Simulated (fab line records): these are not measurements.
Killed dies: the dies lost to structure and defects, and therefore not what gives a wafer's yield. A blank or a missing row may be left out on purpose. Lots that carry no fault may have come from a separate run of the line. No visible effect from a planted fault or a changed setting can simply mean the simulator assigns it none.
Problem report in the 8D (eight disciplines) form, filled by code -- flow sky130 -- the parts of the form that need people (team, actions taken, sign-off) are left out

1. WHAT IS WRONG
Wafers free of any fault read 1751 nm (standard deviation 19) for VIA4_HDPCVD_THK at SKY_VIA4_THK_MEAS_01, against a mean of 1974 nm on 4 wafers of 4 lots. Measured from the usual mean, that is +12 standard deviations.
First seen on wafer L161.6, day 43 03:28, on film metro-02. The record has a number at this step for 38 wafers belonging to 15 lots. The rule behind "out" and "out of limits": a value lying over 4 standard deviations away from the usual mean. Any other wafer with a number is counted as sound.

2. WHAT IT IS; WHAT IT IS NOT
question,is,is not
which readings at this step,VIA4_HDPCVD_THK,-
which lots,"L161, L163, L164, L165","L157, L158, L159, L160, L162, L168, L169, L170, L173, L177, L178"
which wafers of those lots,"L161.6, L163.4, L164.2, L165.5",L164.6
read on which gauges,"film metro-01, film metro-02, film metro-04",-
when,from day 43 03:28,"up to then (12 sound wafers); but 22 sound wafers of L162, L164, L168, L169, L170, L173, L177, L178 came after"

3. SUSPECTS, AND WHAT RULES EACH OUT
Counting: if a tool at a process step up to the reading ran every lot that is out, it stays a suspect. Sound lots after the first of them don't rule it out here, since some wafers of a struck lot are sound.
- ruled out: the gauge at SKY_VIA4_THK_MEAS_01. The wafers that are out were read on 3 gauges (film metro-01, film metro-02, film metro-04).
- hdpcvd-02 at SKY_VIA4_HDPCVD_00 (deposits SiO2, target thk 1750 nm, time 291.7 s): kept. It processed each lot that is out (first: L161, day 43 03:19); up to then, its last sound lot is L160 (day 42 21:32). Its own readings are out on those wafers: run length s.
- Within hdpcvd-02 at SKY_VIA4_HDPCVD_00: the wafers that are out ran in chamber 0; their sound lot-mates ran in chamber 1.
The count leaves hdpcvd-02 at SKY_VIA4_HDPCVD_00.

4. THE CAUSE (what the simulator had put in)
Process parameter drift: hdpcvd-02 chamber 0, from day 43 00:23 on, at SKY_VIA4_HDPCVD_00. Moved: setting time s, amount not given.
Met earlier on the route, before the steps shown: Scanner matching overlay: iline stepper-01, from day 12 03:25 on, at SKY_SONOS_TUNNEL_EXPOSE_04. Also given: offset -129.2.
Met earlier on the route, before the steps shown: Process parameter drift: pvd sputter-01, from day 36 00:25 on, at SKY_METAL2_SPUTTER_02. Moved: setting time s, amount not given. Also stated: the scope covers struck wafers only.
The count eliminated every tool but this one.

5. THE EFFECT CHAIN, in route order
Each row: a reading where the mean over the struck wafers with a number is more than 3 standard deviations away from the usual. Only readings for which the record gives a usual standard deviation are gone through. hours: the time from each lot's start at the first step in this table that gives one to its start at this step, as a median over the lots. sigmas: the change in usual standard deviations.
hours,step,reading,usual,on struck wafers,change,sigmas
0,SKY_VIA4_HDPCVD_00,run length s,319.7 s,355.4,+35.7,+99 or more
0,SKY_VIA4_THK_MEAS_01,VIA4_HDPCVD_THK,1751 nm,1974,+223,+12
89,SKY_PAD_OPEN_PROBE_99,killed at front end,16,48,+32,+6.7
89,SKY_PAD_OPEN_PROBE_99,killed dies,87,122,+35,+3.6
Here are the process steps it includes:
- SKY_VIA4_HDPCVD_00: deposits SiO2, target thk 1750 nm, time 291.7 s.
- SKY_PAD_OPEN_PROBE_99

6. WHAT WOULD HAVE CAUGHT IT SOONER
In this record the first reading out of limits at a measuring or inspecting step was taken at day 43 03:28, 3 hours after the fault began at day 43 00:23.
The tool's own readings at SKY_VIA4_HDPCVD_00 were out on every struck wafer that the step has a row for (run length s): an alarm limit on them would have fired on the first of those.
Among the 4 lots that are out, L164, L163, L165 began SKY_VIA4_HDPCVD_00 on hdpcvd-02 after day 43 03:28. A hold on the tool at that time would have spared those 3.
